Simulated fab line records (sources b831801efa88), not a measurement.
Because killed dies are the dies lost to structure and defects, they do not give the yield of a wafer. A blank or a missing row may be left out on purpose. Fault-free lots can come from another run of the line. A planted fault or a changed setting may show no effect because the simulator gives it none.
A struck lot beside a sound one / flow sfq_line / 41 out of 325 route steps
Sound: the wafers L139.1, L139.2, L139.3. Struck: wafer L149.5. (L149.3, L149.4 of the same lot were not struck and are left out.) The cause comes at the end.
Each step with rows lists, per side, the tool, then ch with its chambers, then its first start. Under that, the readings that differ: sound wafers / struck wafers / difference of the means / sigmas: that difference in standard deviations of wafers without a fault.
alike: words and numbers the same on both sides, and readings whose means are apart by under 2 such deviations; not compared: readings that were withheld, readings missing a value for some wafer, numbers with overlapping values and no deviation given by the record, and bounds like >300 which may hide the same value.
A row with sigmas, a row that says differs or no value, or rows on one side alone: a step with any of these is where the two part. When numbers do not overlap yet have no deviation, they are printed without sigmas and do not part them. Lack of a reading on every wafer of one side parts them only where that side has two or more wafers.

first, 6 steps without rows for these wafers: SFQ_TRILAYER_I6_VIA_LITHO_COAT_174 (resist thk 62 nm); SFQ_TRILAYER_I6_VIA_LITHO_COAT_169 (resist thk 650 nm); SFQ_TRILAYER_I6_VIA_LITHO_SOFTBAKE_173; SFQ_TRILAYER_I6_VIA_LITHO_EXPOSE_170 (exposes mask I6, target cd 700 nm); SFQ_TRILAYER_I6_VIA_LITHO_PEB_172 (peb time 60 s); SFQ_TRILAYER_I6_VIA_LITHO_DEVELOP_171 (time 60 s).
SFQ_I6_OVL_MEAS_942:
  sound: overlay-02 at day 80 21:06; struck: overlay-01 at day 83 16:38
  alike: I6_OVL
then, 2 steps without rows for these wafers: SFQ_TRILAYER_I6_VIA_BARC_OPEN_VIA_ETCH_235 (etches BARC in O2, target depth 125 nm, time 41.7 s); SFQ_TRILAYER_I6_VIA_ETCH_VIA_ETCH_172 (etches SiO2 in CHF3, stops on Nb, target depth 260 nm).
SFQ_TRILAYER_I6_VIA_STRIP_STRIP_173: strips in O2.
  sound on rie_metal-02 ch 0,1, day 80 21:17; struck on rie_metal-03 ch 0, day 83 17:01
  alike: drypump_motor_current_A, oes_product_au
  not compared: rf_hours_counter_h
then, 2 steps without rows for these wafers: SFQ_TRILAYER_I6_VIA_STRIP_SOLV_CLEAN_174 (cleans in NMP, time 600 s); SFQ_TRILAYER_M7_DEP_PRE_CLEAN_176 (time 22.5 s).
SFQ_TRILAYER_M7_DEP_SPUTTER_175: material Nb, target thk 200 nm, time 133.3 s.
  sound: pvd_sputter-04 at day 80 22:05; struck: pvd_sputter-06 at day 83 17:37
reading=model.Nb_of_TRILAYER_M7_DEP_SPUTTER_175.thk_nm (nm); sound=199.6 201.6 199.2; struck=119; difference=-81; sigmas=
  alike: base_pressure_pa, throttle_valve_pct
SFQ_M7_RS_MEAS_943: a four-point-probe measurement.
  sound: film_metro-02 at day 80 22:11; struck: film_metro-04 at day 83 18:02
reading=M7_NB_RS (ohm/sq); sound=0.893 0.883 0.896; struck=1.505; difference=+0.614; sigmas=+72
  not compared: hold
then, 5 steps without rows for these wafers: SFQ_TRILAYER_M7_LITHO_COAT_177 (resist thk 600 nm); SFQ_TRILAYER_M7_LITHO_SOFTBAKE_181; SFQ_TRILAYER_M7_LITHO_EXPOSE_178 (exposes mask M7, target cd 500 nm); SFQ_TRILAYER_M7_LITHO_PEB_180 (peb time 60 s); SFQ_TRILAYER_M7_LITHO_DEVELOP_179 (time 60 s).
-- the record jumps here: 3 days lie between the struck wafers' starts before and after --
SFQ_M7_OVL_MEAS_945:
  sound: overlay-02 at day 84 14:01; struck: overlay-01 at day 86 12:59
  alike: M7_OVL
then, 1 step without rows for these wafers: SFQ_TRILAYER_M7_BARC_OPEN_METAL_ETCH_229 (etches BARC in O2, target depth 125 nm, time 41.7 s).
SFQ_TRILAYER_M7_ETCH_METAL_ETCH_180: etches Nb in Cl2/Ar, stops on SiO2, target depth 240 nm, time 120 s.
  sound on rie_metal-02 ch 0,1, day 84 14:07; struck on rie_metal-03 ch 1, day 86 13:07
reading=oes_product_au (a.u.); sound=0.891 0.895 0.894; struck=0.680; difference=-0.213; sigmas=-33
  alike: drypump_motor_current_A
  not compared: rf_hours_counter_h
then, 2 steps without rows for these wafers: SFQ_TRILAYER_M7_STRIP_STRIP_181 (strips in O2); SFQ_TRILAYER_M7_STRIP_SOLV_CLEAN_182 (cleans in NMP, time 600 s).
SFQ_TRILAYER_I7_DEP_PECVD_183: deposits SiO2 from SiH4/N2O, time 111.11 s, target thk 500 nm.
  sound on pecvd-04 ch 0,1,2, day 84 15:02; struck on pecvd-02 ch 1, day 86 13:58
  alike: heater_power_w, throttle_valve_pct
SFQ_TRILAYER_I7_CMP_CMP_184: polishes SiO2.
  sound on cmp-02 ch 0,2,3, day 84 20:08; struck on cmp-01 ch 3, day 86 20:17
  alike: motor_current_A, retaining_ring_pressure_frac, time_to_endpoint_s
SFQ_I7_BOW_MEAS_946:
  sound: film_metro-02 at day 84 23:08; struck: film_metro-02 at day 86 21:19
reading=I7_BOW (um); sound=32 15 24; struck=-11; difference=-35; sigmas=-3
then, 7 steps without rows for these wafers: SFQ_TRILAYER_I7_METRO_MEASURE_185; SFQ_TRILAYER_I7_VIA_LITHO_COAT_192 (resist thk 62 nm); SFQ_TRILAYER_I7_VIA_LITHO_COAT_187 (resist thk 650 nm); SFQ_TRILAYER_I7_VIA_LITHO_SOFTBAKE_191; SFQ_TRILAYER_I7_VIA_LITHO_EXPOSE_188 (exposes mask I7, target cd 1000 nm); SFQ_TRILAYER_I7_VIA_LITHO_PEB_190 (peb time 60 s); SFQ_TRILAYER_I7_VIA_LITHO_DEVELOP_189 (time 60 s).
-- the record jumps here: 3 days lie between the struck wafers' starts before and after --
SFQ_I7_OVL_MEAS_947:
  sound: overlay-02 at day 87 23:33; struck: overlay-02 at day 90 06:53
  alike: I7_OVL
then, 1 step without rows for these wafers: SFQ_TRILAYER_I7_VIA_BARC_OPEN_VIA_ETCH_260 (etches BARC in O2, target depth 125 nm, time 41.7 s).
SFQ_TRILAYER_I7_VIA_ETCH_VIA_ETCH_190: etches SiO2 in CHF3, stops on Nb, target depth 260 nm.
  sound on rie_diel-01 ch 0,2,3, day 87 23:38; struck on rie_diel-03 ch 1, day 90 06:57
  alike: drypump_motor_current_A, oes_product_au
SFQ_TRILAYER_I7_VIA_STRIP_STRIP_191: strips in O2.
  sound on rie_metal-03 ch 0,1, day 87 23:44; struck on rie_metal-01 ch 0, day 90 07:16
  alike: drypump_motor_current_A, oes_product_au
  not compared: rf_hours_counter_h
then, 2 steps without rows for these wafers: SFQ_TRILAYER_I7_VIA_STRIP_SOLV_CLEAN_192 (cleans in NMP, time 600 s); SFQ_TRILAYER_M8_LITHO_LOR_COAT_197.
SFQ_M8_BOW_MEAS_951:
  sound: film_metro-03 at day 88 04:28; struck: film_metro-01 at day 90 11:49
reading=M8_BOW (um); sound=33 16 23; struck=-10; difference=-34; sigmas=-3
reading=model.etest.m7.ohm_um; sound=1.795 1.755 1.775; struck=3.007; difference=+1.232; sigmas=
reading=model.etest.i6.link_ohm; sound=1.875 1.87 1.879; struck=2.53; difference=+0.66; sigmas=
reading=model.etest.i7.link_ohm; sound=1.048 1.042 1.052; struck=1.658; difference=+0.611; sigmas=
reading=model.etest.m7.ohm_sq; sound=0.8915 0.8829 0.8935; struck=1.496; difference=+0.607; sigmas=

## WHERE THEY PART
Last at SFQ_M8_BOW_MEAS_951 as far as this record goes, first at SFQ_M7_RS_MEAS_943.

WHY: the cause the simulator had injected
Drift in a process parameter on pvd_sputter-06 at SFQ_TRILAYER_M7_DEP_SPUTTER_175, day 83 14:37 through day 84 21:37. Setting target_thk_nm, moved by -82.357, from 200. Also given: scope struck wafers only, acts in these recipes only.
